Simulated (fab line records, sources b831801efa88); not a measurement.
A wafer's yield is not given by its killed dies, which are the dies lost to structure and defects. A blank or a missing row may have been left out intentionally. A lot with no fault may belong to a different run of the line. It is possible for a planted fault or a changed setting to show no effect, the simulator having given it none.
Which of the tools did it? / flow sky130 / Sampling: 6 lots, 18 wafers, 3 of 708 route steps

WHAT THE GAUGES SHOWED, per wafer
SKY_VT_ADJUST_LVTN_TW_MEAS_10.
lot=L139; measured=day 7 06:59; on=filmMetro-03; VT_ADJUST_LVTN_TW=240.6 240.1 239.6
lot=L142; measured=day 7 21:58; on=filmMetro-03; VT_ADJUST_LVTN_TW=240.1 240.1 241.2
lot=L144; measured=day 8 19:26; on=filmMetro-01; VT_ADJUST_LVTN_TW=245.3 245.8 244.9
lot=L147; measured=day 9 09:09; on=filmMetro-04; VT_ADJUST_LVTN_TW=30.1 30.1 29.9
lot=L152; measured=day 11 02:33; on=filmMetro-03; VT_ADJUST_LVTN_TW=237.7 239.4 239.7
lot=L160; measured=day 12 22:12; on=filmMetro-04; VT_ADJUST_LVTN_TW=239.1 239.5 239.3

WHICH TOOL RAN EACH LOT (tool, then ch and the chambers of the sampled wafers, then the start)
lot=L139; SKY_VT_ADJUST_HVTP_STRIP_10=plasmaAsher-02 ch 0,1, day 6 11:11; SKY_VT_ADJUST_LVTN_STRIP_09=plasmaAsher-04 ch 0, day 7 06:52
lot=L142; SKY_VT_ADJUST_HVTP_STRIP_10=plasmaAsher-01 ch 0,1, day 7 03:17; SKY_VT_ADJUST_LVTN_STRIP_09=plasmaAsher-02 ch 0,1, day 7 21:52
lot=L144; SKY_VT_ADJUST_HVTP_STRIP_10=plasmaAsher-01 ch 0,1, day 7 22:20; SKY_VT_ADJUST_LVTN_STRIP_09=plasmaAsher-03 ch 0,1, day 8 19:22
lot=L147; SKY_VT_ADJUST_HVTP_STRIP_10=plasmaAsher-02 ch 0,1, day 8 11:10; SKY_VT_ADJUST_LVTN_STRIP_09=plasmaAsher-04 ch 0,1, day 9 09:03
lot=L152; SKY_VT_ADJUST_HVTP_STRIP_10=plasmaAsher-04 ch 0,1, day 10 03:35; SKY_VT_ADJUST_LVTN_STRIP_09=plasmaAsher-02 ch 0,1, day 11 02:27
lot=L160; SKY_VT_ADJUST_HVTP_STRIP_10=plasmaAsher-04 ch 0,1, day 11 22:05; SKY_VT_ADJUST_LVTN_STRIP_09=plasmaAsher-02 ch 0,1, day 12 22:06
- SKY_VT_ADJUST_HVTP_STRIP_10: strips in O2/N2.
- SKY_VT_ADJUST_LVTN_STRIP_09: strips in O2/N2.

THE ANSWER, worked out from the rows above alone
Rule: the usual values come from the lots themselves. The widest of any qualifying gaps counts: lots, ordered by their means at a reading, are off when they make up no more than a third of the lots, leave a main group of 4 or more, and stand apart from it by 3 or more times the standard deviation of that group's means. A main group is skipped when, at the precision printed for the reading in the tables above, its means are all equal. Also off: a lot with no number at a reading for which 4 or more lots have one. The other lots that the step has rows for count as sound.
Off: at SKY_VT_ADJUST_LVTN_TW_MEAS_10 (VT_ADJUST_LVTN_TW), L147. The main group has a mean of 240.8 with a standard deviation of 2.3.
If a tool, at a process step before that reading, ran all the lots that are off and no sound lot after the first of them, it fits. The gauges at SKY_VT_ADJUST_LVTN_TW_MEAS_10 are tried like those tools. Undecided on this evidence; 2 tools fit (plasmaAsher-02 at SKY_VT_ADJUST_HVTP_STRIP_10, plasmaAsher-04 at SKY_VT_ADJUST_LVTN_STRIP_09).

WHAT HAD BEEN PUT IN BY THE SIMULATOR
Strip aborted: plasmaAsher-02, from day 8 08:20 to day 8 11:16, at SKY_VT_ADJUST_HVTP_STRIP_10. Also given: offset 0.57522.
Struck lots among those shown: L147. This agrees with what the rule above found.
